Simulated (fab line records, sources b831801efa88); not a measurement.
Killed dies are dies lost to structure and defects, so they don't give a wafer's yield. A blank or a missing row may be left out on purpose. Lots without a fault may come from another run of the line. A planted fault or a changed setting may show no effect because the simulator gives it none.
Which tool did it? | flow gf180mcu | 24 lots, 72 wafers sampled, at 6 steps of a route of 602

WHAT THE GAUGES READ, wafer by wafer
GF_PSD_TW_MEAS_11.
lot  | measured     | on            | PSD_TW
L074 | day 14 04:55 | film_metro-01 | 3171 3145 3179
L075 | day 14 10:19 | film_metro-03 | 3187 3160 3151
L076 | day 14 19:06 | film_metro-02 | 3181 3163 3181
L077 | day 15 10:21 | film_metro-01 | 3162 3151 3178
L078 | day 15 13:36 | film_metro-02 | 3164 3176 3173
L079 | day 15 23:08 | film_metro-03 | 3144 3128 3140
L080 | day 16 10:27 | film_metro-03 | 3170 3147 3139
L081 | day 16 13:54 | film_metro-02 | 3160 3163 3174
L082 | day 17 03:52 | film_metro-03 | 3145 3143 3144
L083 | day 17 11:01 | film_metro-01 | 3128 3138 3153
L084 | day 17 18:28 | film_metro-03 | 3145 3133 3148
L085 | day 18 04:17 | film_metro-02 | 3183 3187 3173
L086 | day 18 15:06 | film_metro-03 | 3127 3131 3144
L087 | day 18 18:23 | film_metro-03 | 3136 3170 3137
L088 | day 19 00:04 | film_metro-03 | 3144 3150 3165
L089 | day 19 14:20 | film_metro-01 | 3166 3187 3157
L090 | day 19 23:10 | film_metro-03 | 3152 3166 3171
L091 | day 20 04:21 | film_metro-02 | 3169 3170 3175
L092 | day 20 11:20 | film_metro-01 | 3158 3156 3153
L093 | day 20 20:15 | film_metro-03 | 3147 3147 3133
L094 | day 21 13:12 | film_metro-01 | 3156 3148 3164
L095 | day 21 13:37 | film_metro-01 | 3159 3149 3148
L096 | day 21 21:37 | film_metro-02 | 3145 3165 3154
L097 | day 22 02:33 | film_metro-02 | 3158 3207 3161

GF_PSD_RS_MEAS_15: measures by four-point-probe.
lot  | measured     | on            | PSD_RS (ohm/sq)
L074 | day 14 05:14 | film_metro-01 | 108.2 108.1 108.1
L075 | day 14 10:39 | film_metro-02 | 108.5 108.6 108.5
L076 | day 14 19:28 | film_metro-03 | 108.2 107.8 107.7
L077 | day 15 10:40 | film_metro-01 | 108.2 108.2 108.0
L078 | day 15 13:55 | film_metro-01 | 108.3 107.3 107.7
L079 | day 15 23:27 | film_metro-01 | 108.5 108.3 108.2
L080 | day 16 10:46 | film_metro-02 | 108.2 108.1 108.0
L081 | day 16 14:13 | film_metro-01 | 108.3 108.6 108.3
L082 | day 17 04:12 | film_metro-01 | 108.5 108.4 108.5
L083 | day 17 11:20 | film_metro-01 | 108.6 108.3 108.3
L084 | day 17 18:47 | film_metro-01 | 107.8 108.0 108.1
L085 | day 18 04:38 | film_metro-01 | 108.1 108.4 108.4
L086 | day 18 15:25 | film_metro-03 | 108.0 108.0 107.4
L087 | day 18 18:43 | film_metro-01 | 108.4 108.2 108.4
L088 | day 19 00:23 | film_metro-03 | 107.9 108.3 107.9
L089 | day 19 14:40 | film_metro-03 | 108.1 108.5 108.3
L090 | day 19 23:29 | film_metro-02 | 108.9 108.3 108.2
L091 | day 20 04:40 | film_metro-01 | 107.8 107.7 108.3
L092 | day 20 11:40 | film_metro-01 | 108.4 108.5 108.8
L093 | day 20 20:34 | film_metro-03 | 107.9 107.8 108.2
L094 | day 21 13:32 | film_metro-03 | 108.4 108.0 107.9
L095 | day 21 13:57 | film_metro-02 | 108.3 108.4 108.7
L096 | day 21 21:56 | film_metro-03 | 108.1 107.8 107.9
L097 | day 22 02:53 | film_metro-01 | 108.1 108.6 108.2

GF_SAB_OVL_MEAS_10.
lot  | measured     | on         | SAB_OVL (nm)
L074 | day 15 02:38 | overlay-01 | -2.3 -1.5 -0.7
L075 | day 15 07:01 | overlay-01 | 1.2 -2.3 -2.0
L076 | day 15 17:08 | overlay-02 | -2.3 -3.3 -2.7
L077 | day 16 07:53 | overlay-01 | -3.9 -2.8 -5.9
L078 | day 16 12:16 | overlay-01 | -0.1 -1.2 0.8
L079 | day 16 22:11 | overlay-01 | -4.7 -3.1 -3.1
L080 | day 17 09:43 | overlay-02 | -0.8 0.8 1.2
L081 | day 17 13:09 | overlay-01 | -0.4 -0.7 -1.6
L082 | day 18 03:41 | overlay-02 | -3.9 -2.0 -0.8
L083 | day 18 11:02 | overlay-01 | 0.2 -2.5 -2.4
L084 | day 18 18:00 | overlay-02 | -1.2 -0.4 -3.5
L085 | day 19 03:53 | overlay-02 | -1.0 -1.4 -3.4
L086 | day 19 15:43 | overlay-01 | -1.5 -0.9 0.4
L087 | day 19 19:25 | overlay-02 | -1.4 -0.2 -0.4
L088 | day 20 00:44 | overlay-01 | 2.2 -0.1 0.4
L089 | day 20 15:19 | overlay-01 | -0.5 -2.7 -1.3
L090 | day 20 23:55 | overlay-01 | -3.3 -4.1 -3.7
L091 | day 21 05:01 | overlay-01 | -1.4 -2.6 0.1
L092 | day 21 11:50 | overlay-01 | -1.7 -0.4 -3.2
L093 | day 21 20:45 | overlay-01 | -0.2 -0.9 -2.6
L094 | day 22 12:58 | overlay-01 | -0.6 1.7 0.0
L095 | day 22 13:16 | overlay-01 | -0.5 -0.6 -1.1
L096 | day 22 21:28 | overlay-01 | -3.3 -2.9 -0.5
L097 | day 23 01:53 | overlay-01 | -0.9 -0.1 -4.3

GF_SALICIDE_THK_MEAS_05: measures by xrf.
lot  | measured     | on            | SALICIDE_TIN_THK (nm)
L074 | day 15 03:11 | film_metro-03 | 19.9 20.1 19.8
L075 | day 15 07:35 | film_metro-04 | 20.3 20.3 20.1
L076 | day 15 17:44 | film_metro-04 | 20.2 20.2 20.2
L077 | day 16 08:26 | film_metro-01 | 20.1 20.0 20.3
L078 | day 16 12:49 | film_metro-04 | 20.2 20.0 19.9
L079 | day 16 22:49 | film_metro-03 | 19.9 20.4 20.3
L080 | day 17 10:18 | film_metro-01 | 20.3 20.3 20.2
L081 | day 17 13:43 | film_metro-03 | 20.7 20.3 20.6
L082 | day 18 04:16 | film_metro-01 | 20.4 19.9 20.3
L083 | day 18 11:35 | film_metro-04 | 20.8 20.9 20.8
L084 | day 18 18:33 | film_metro-04 | 20.5 20.4 20.3
L085 | day 19 04:28 | film_metro-04 | 20.9 21.0 21.0
L086 | day 19 16:20 | film_metro-03 | 19.7 20.1 19.5
L087 | day 19 19:58 | film_metro-03 | 20.3 20.5 20.3
L088 | day 20 01:17 | film_metro-03 | 20.2 20.2 20.0
L089 | day 20 15:52 | film_metro-04 | 20.8 20.7 20.8
L090 | day 21 00:28 | film_metro-04 | 20.3 20.3 20.4
L091 | day 21 05:34 | film_metro-03 | 19.9 19.8 20.1
L092 | day 21 12:24 | film_metro-03 | 20.6 20.6 20.5
L093 | day 21 21:19 | film_metro-03 | 20.5 20.2 20.5
L094 | day 22 13:32 | film_metro-03 | 20.2 20.0 20.1
L095 | day 22 13:49 | film_metro-01 | 20.5 20.8 20.9
L096 | day 22 22:07 | film_metro-04 | 20.1 20.0 19.9
L097 | day 23 02:28 | film_metro-04 | 20.4 20.4 20.3

GF_V2_CD_MEAS_14: target cd 260 nm.
lot  | measured     | on        | cd_nm (nm)
L074 | day 20 05:13 | cd_sem-01 | 261.4 261.8 261.2
L075 | day 20 10:29 | cd_sem-02 | 259.4 259.4 260.4
L076 | day 20 22:34 | cd_sem-02 | 261.5 261.7 261.5
L077 | day 21 14:23 | cd_sem-01 | 261.7 261.2 260.9
L078 | day 21 19:38 | cd_sem-01 | 258.7 259.3 259.9
L079 | day 22 03:16 | cd_sem-02 | 263.1 260.8 260.2
L080 | day 22 16:59 | cd_sem-01 | 260.8 261.2 260.9
L081 | day 22 19:11 | cd_sem-01 | 259.6 261.4 260.1
L082 | day 23 11:11 | cd_sem-02 | 261.4 260.6 262.3
L083 | day 23 17:50 | cd_sem-02 | 261.5 261.3 261.6
L084 | day 23 23:20 | cd_sem-01 | 257.4 257.8 258.7
L085 | day 24 09:31 | cd_sem-01 | 261.2 262.0 261.0
L086 | day 24 19:17 | cd_sem-01 | 258.3 260.3 260.2
L087 | day 24 22:22 | cd_sem-01 | 260.5 260.2 259.4
L088 | day 25 03:26 | cd_sem-01 | 260.6 260.6 260.3
L089 | day 25 17:19 | cd_sem-01 | 258.0 259.9 259.6
L090 | day 25 22:47 | cd_sem-02 | 261.3 259.2 259.9
L091 | day 26 04:35 | cd_sem-01 | 259.8 260.5 260.1
L092 | day 26 09:10 | cd_sem-02 | 262.0 260.2 260.8
L093 | day 26 21:08 | cd_sem-02 | 261.5 262.2 261.7
L094 | day 27 08:06 | cd_sem-02 | 260.4 259.7 260.3
L095 | day 27 09:21 | cd_sem-01 | 258.5 257.9 258.0
L096 | day 27 18:48 | cd_sem-01 | 259.4 260.6 258.8
L097 | day 27 21:25 | cd_sem-01 | 262.7 261.3 262.2

WHICH TOOL RAN EACH LOT (tool, then ch and the chambers of the sampled wafers, then the start)
lot  | GF_M2_METAL_ETCH_16
L074 | rie_metal-01 ch 0,1, day 19 03:41
L075 | rie_metal-04 ch 0,1, day 19 08:37
L076 | rie_metal-01 ch 0,1, day 19 21:02
L077 | rie_metal-01 ch 0,1, day 20 12:37
L078 | rie_metal-03 ch 0,1, day 20 18:27
L079 | rie_metal-04 ch 0,1, day 21 02:45
L080 | rie_metal-03 ch 0,1, day 21 16:04
L081 | rie_metal-04 ch 0,1, day 21 19:19
L082 | rie_metal-03 ch 0,1, day 22 10:36
L083 | rie_metal-04 ch 0,1, day 22 17:37
L084 | rie_metal-03 ch 0,1, day 23 00:11
L085 | rie_metal-03 ch 0,1, day 23 08:46
L086 | rie_metal-03 ch 0,1, day 23 20:13
L087 | rie_metal-01 ch 0,1, day 23 23:19
L088 | rie_metal-04 ch 0,1, day 24 03:59
L089 | rie_metal-04 ch 0,1, day 24 18:50
L090 | rie_metal-04 ch 0, day 25 00:35
L091 | rie_metal-03 ch 0,1, day 25 06:07
L092 | rie_metal-01 ch 0,1, day 25 12:21
L093 | rie_metal-04 ch 0,1, day 25 20:13
L094 | rie_metal-01 ch 1, day 26 11:09
L095 | rie_metal-04 ch 0,1, day 26 12:04
L096 | rie_metal-01 ch 1, day 26 21:10
L097 | rie_metal-01 ch 0,1, day 26 23:29
- GF_M2_METAL_ETCH_16: etches the open film in Cl2/BCl3, stops on SiO2, target depth 627.5 nm, time 104.6 s.

WHAT THE TOOLS THEMSELVES READ (means of the sampled wafers that have a number; where no wafer has one, the mark that the record gives instead)
GF_M2_METAL_ETCH_16.
lot  | tool         | drypump_motor_current_A (A) | oes_product_au (a.u.) | throttle_valve_pct (%)
L074 | rie_metal-01 | 5.95                        | 0.978                 | 28.240
L075 | rie_metal-04 | 5.86                        | 0.976                 | 28.250
L076 | rie_metal-01 | 6.13                        | 0.979                 | 28.251
L077 | rie_metal-01 | 5.92                        | 0.965                 | 28.252
L078 | rie_metal-03 | 5.75                        | 0.968                 | 28.252
L079 | rie_metal-04 | 5.86                        | 0.975                 | 28.245
L080 | rie_metal-03 | 5.76                        | 0.968                 | 28.252
L081 | rie_metal-04 | 5.84                        | 0.969                 | 28.247
L082 | rie_metal-03 | 5.56                        | 0.966                 | 28.258
L083 | rie_metal-04 | 5.86                        | 0.973                 | 28.245
L084 | rie_metal-03 | 5.75                        | 0.968                 | 28.249
L085 | rie_metal-03 | 5.53                        | 0.969                 | 28.248
L086 | rie_metal-03 | 5.75                        | 0.969                 | 28.256
L087 | rie_metal-01 | 5.93                        | 0.976                 | 28.248
L088 | rie_metal-04 | 5.86                        | 0.971                 | 28.252
L089 | rie_metal-04 | 5.86                        | 0.969                 | 28.253
L090 | rie_metal-04 | 5.85                        | 0.975                 | 28.235
L091 | rie_metal-03 | 5.56                        | 0.977                 | 28.248
L092 | rie_metal-01 | 5.93                        | 0.971                 | 28.245
L093 | rie_metal-04 | 5.87                        | 0.974                 | 28.254
L094 | rie_metal-01 | 6.35                        | 0.979                 | 28.245
L095 | rie_metal-04 | 5.85                        | 0.978                 | 28.244
L096 | rie_metal-01 | 6.32                        | 0.980                 | 28.240
L097 | rie_metal-01 | 5.93                        | 0.966                 | 28.251

THE ANSWER, worked out from the rows above alone
Rule: what is usual is taken from the lots themselves. Put in order of their means at a reading, lots are off if they are a third of the lots or fewer, leave a main group of 4 or more, and stand apart from it by a gap of 3 or more times the standard deviation of the main group's means; of several such gaps the widest counts. A main group whose means are all the same, to the digits that the tables above print for the reading, isn't used. A lot without any number at a reading at which 4 lots or more have one is off too. The other lots that the step has rows for count as sound. The gauges are gone through in route order, then the tools' own readings, and for those a lot's mean is taken as printed above. The first step at which some lot is off is used, and at that step the reading that is off furthest; a lot without a number counts as furthest.
No lot is off at any reading shown: from this, nothing can be told.

WHAT THE SIMULATOR HAD PUT IN
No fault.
